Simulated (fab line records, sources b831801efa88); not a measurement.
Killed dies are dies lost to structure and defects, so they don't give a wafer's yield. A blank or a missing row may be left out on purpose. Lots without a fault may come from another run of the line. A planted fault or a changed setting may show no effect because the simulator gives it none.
A struck lot beside a sound one | flow sky130 | 22 steps out of a route of 708
Sound: wafers L402.2, L402.3, L402.4. Struck: wafers L390.2, L390.3, L390.5. The cause comes at the end.
At each step with rows: each side's tool, then ch and its chambers, then its first start. Under that, the readings that differ: sound wafers | struck wafers | difference of the means | sigmas: that difference in standard deviations of wafers without a fault.
alike: readings whose means differ by less than 2 such deviations, and words and numbers that are the same on both sides. not compared: withheld readings, readings that some wafer has no value for, bounds like >300 that may hide the same value, and numbers for which the record gives no deviation and whose values overlap.
The two part at a step that has a row with sigmas, a row that says differs or no value, or rows on one side only. Numbers that don't overlap but have no deviation are shown without sigmas and don't part them. A reading that every wafer of one side lacks parts them only if that side has two wafers or more.

first, 8 steps without rows for these wafers: SKY_DNWELL_DEHYDRATE_00 (time 60 s); SKY_DNWELL_HMDS_01 (prime time 60 s); SKY_DNWELL_COAT_02 (resist thk 3000 nm); SKY_DNWELL_SOFTBAKE_03; SKY_DNWELL_EXPOSE_04 (exposes mask DNM, target cd 3000 nm); SKY_DNWELL_PEB_05; SKY_DNWELL_DEVELOP_06 (develop time 60 s); SKY_DNWELL_IMPLANT_07.
SKY_DNWELL_STRIP_08: strips in O2/N2.
  sound on plasma_asher-03 ch 0,1, day 7 14:29; struck on plasma_asher-03 ch 0,1, day 5 00:11
  alike: drypump_motor_current_A, o2_flow_sccm, oes_product_au, strip_time_to_endpoint_s
  not compared: rf_hours_counter_h
SKY_DNWELL_TW_MEAS_09:
  sound on film_metro-04, day 7 14:35; struck on film_metro-04, day 5 00:17
  alike: DNWELL_TW
then, 2 steps without rows for these wafers: SKY_PWDE_DEHYDRATE_00 (time 60 s); SKY_PWDE_HMDS_01 (prime time 60 s).
SKY_PWDE_COAT_02: resist thk 3000 nm.
  sound on litho_track-01 ch 0, day 8 00:29; struck on litho_track-02 ch 0, day 5 08:13
  reading                                | sound                | struck               | difference | sigmas
  spin_speed_rpm (rpm)                   | 1999.5 2000.2 2000.8 | 1952.7 1955.5 1954.7 | -45.9      | -29
  model.coat_of_PWDE_COAT_02.thk_nm (nm) | 3005 3015 3009       | 3037 3034 3043       | +28        |
then, 3 steps without rows for these wafers: SKY_PWDE_SOFTBAKE_03; SKY_PWDE_EXPOSE_04 (exposes mask PWDEM, target cd 840 nm); SKY_PWDE_PEB_05.
SKY_PWDE_DEVELOP_06: develop time 60 s.
  sound on litho_track-04 ch 0; struck on litho_track-02 ch 0
  reading                                | sound          | struck         | difference | sigmas
  model.coat_of_PWDE_COAT_02.thk_nm (nm) | 2997 3007 3002 | 3029 3027 3035 | +28        |
SKY_PWDE_OVL_MEAS_07:
  sound on overlay-02, day 8 10:56; struck on overlay-02, day 5 17:33
  alike: PWDE_OVL
then, 1 step without rows for these wafers: SKY_PWDE_IMPLANT_08.
SKY_PWDE_STRIP_09: strips in O2/N2.
  sound on plasma_asher-03 ch 0,1, day 8 11:07; struck on plasma_asher-02 ch 0,1, day 5 17:44
  reading                      | sound             | struck            | difference | sigmas
  strip_time_to_endpoint_s (s) | 36.92 37.05 37.00 | 37.31 37.28 37.41 | +0.34      | +3
  alike: drypump_motor_current_A, o2_flow_sccm, oes_product_au
  not compared: rf_hours_counter_h
SKY_PWDE_TW_MEAS_10:
  sound on film_metro-04, day 8 11:14; struck on film_metro-02, day 5 17:50
  alike: PWDE_TW
then, 1 step without rows for these wafers: SKY_PAD_OPEN_PROBE_99.

WHERE THEY PART
First at SKY_PWDE_COAT_02; last, within this record, at SKY_PWDE_STRIP_09. Later steps at which nothing parts them and some readings are alike: SKY_PWDE_TW_MEAS_10.

WHY: what the simulator had put in
Process parameter drift: litho_track-02, from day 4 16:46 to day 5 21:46, at SKY_PWDE_COAT_02. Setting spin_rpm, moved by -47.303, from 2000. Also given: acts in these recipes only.
